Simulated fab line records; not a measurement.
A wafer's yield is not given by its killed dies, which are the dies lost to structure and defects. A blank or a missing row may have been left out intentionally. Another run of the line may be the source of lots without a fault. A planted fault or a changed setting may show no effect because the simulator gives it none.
Struck lot and sound lot, side by side + flow gf180mcu + 14 steps out of a route of 602
Sound: these wafers, L765.1, L765.2, L765.3. The struck wafers were L759.2, L759.4, L759.5. Last of all comes the cause.
Per side, at each step with rows, come the tool, then ch with its chambers, and then its first start. Under that, the readings that differ: sound wafers + struck wafers + difference of the means + sigmas: that difference in standard deviations of wafers without a fault.
alike: readings whose means differ by less than 2 such deviations, and words and numbers that are the same on both sides. not compared: withheld readings, readings that some wafer has no value for, bounds like >300 that may hide the same value, and numbers for which the record gives no deviation and whose values overlap.
The two part at a step that has a row with sigmas, a row that says differs or no value, or rows on one side only. Non-overlapping numbers with no deviation appear without sigmas and do not part them. Lack of a reading on every wafer of one side parts them only where that side has two or more wafers.

GF_MIM_THK_MEAS_06:
  sound: filmMetro-03 at day 30 04:55; struck: filmMetro-03 at day 28 13:34
  alike: MIM_CVD_05_THK
GF_MIM_SPUTTER_07: material TiN, target thk 60 nm, time 50 s.
  sound: pvdSputter-04 at day 30 04:58; struck: pvdSputter-03 at day 28 13:37
  alike: throttleValvePct
GF_MIM_SPUTTER_08: material AlCu, target thk 200 nm, time 10.6 s.
  sound: pvdSputter-04 at day 30 05:01; struck: pvdSputter-03 at day 28 13:40
  alike: throttleValvePct
GF_MIM_SPUTTER_09: material TiN, target thk 35 nm, time 29.2 s.
  sound: pvdSputter-04 at day 30 05:02; struck: pvdSputter-03 at day 28 13:41
  alike: throttleValvePct
GF_MIM_RS_MEAS_10: measures by four-point-probe.
  sound: filmMetro-03 at day 30 05:04; struck: filmMetro-02 at day 28 13:44
  alike: MIM_ALCU_RS
GF_MIM_THK_MEAS_11: measures by xrf.
  sound: filmMetro-03 at day 30 05:11; struck: filmMetro-02 at day 28 13:51
  alike: MIM_ALCU_THK
then, 6 steps without rows for these wafers: GF_MIM_DEHYDRATE_12 (time 60 s); GF_MIM_HMDS_13 (prime time 60 s); GF_MIM_COAT_14 (resist thk 1000 nm); GF_MIM_SOFTBAKE_15 (time 60 s); GF_MIM_EXPOSE_16 (exposes mask FuseTop, target cd 2000 nm); GF_MIM_PEB_17.
GF_MIM_DEVELOP_18: develop time 60 s.
  sound on lithoTrack-04 ch 0, day 30 22:27; struck on lithoTrack-03, day 29 08:44
  no value came back on the struck wafers for chillPlateTempC (C), developTimeS (s); on the sound wafers chillPlateTempC (C) reads 23.10 22.88 22.92
GF_MIM_METAL_ETCH_19: etches the open film in Cl2/BCl3, stops on Si3N4, target depth 324.5 nm, time 54.1 s.
  sound on rieMetal-03 ch 0,1, day 30 22:36; struck on rieMetal-04 ch 0,1, day 29 08:52
  alike: drypumpMotorCurrentA, oesProductAu, throttleValvePct
  not compared: rfHoursCounterH

## WHERE THEY PART
Only at GF_MIM_DEVELOP_18, as far as this record shows. Later steps at which nothing parts them and some readings are alike: GF_MIM_METAL_ETCH_19.

WHY: the cause the simulator had injected
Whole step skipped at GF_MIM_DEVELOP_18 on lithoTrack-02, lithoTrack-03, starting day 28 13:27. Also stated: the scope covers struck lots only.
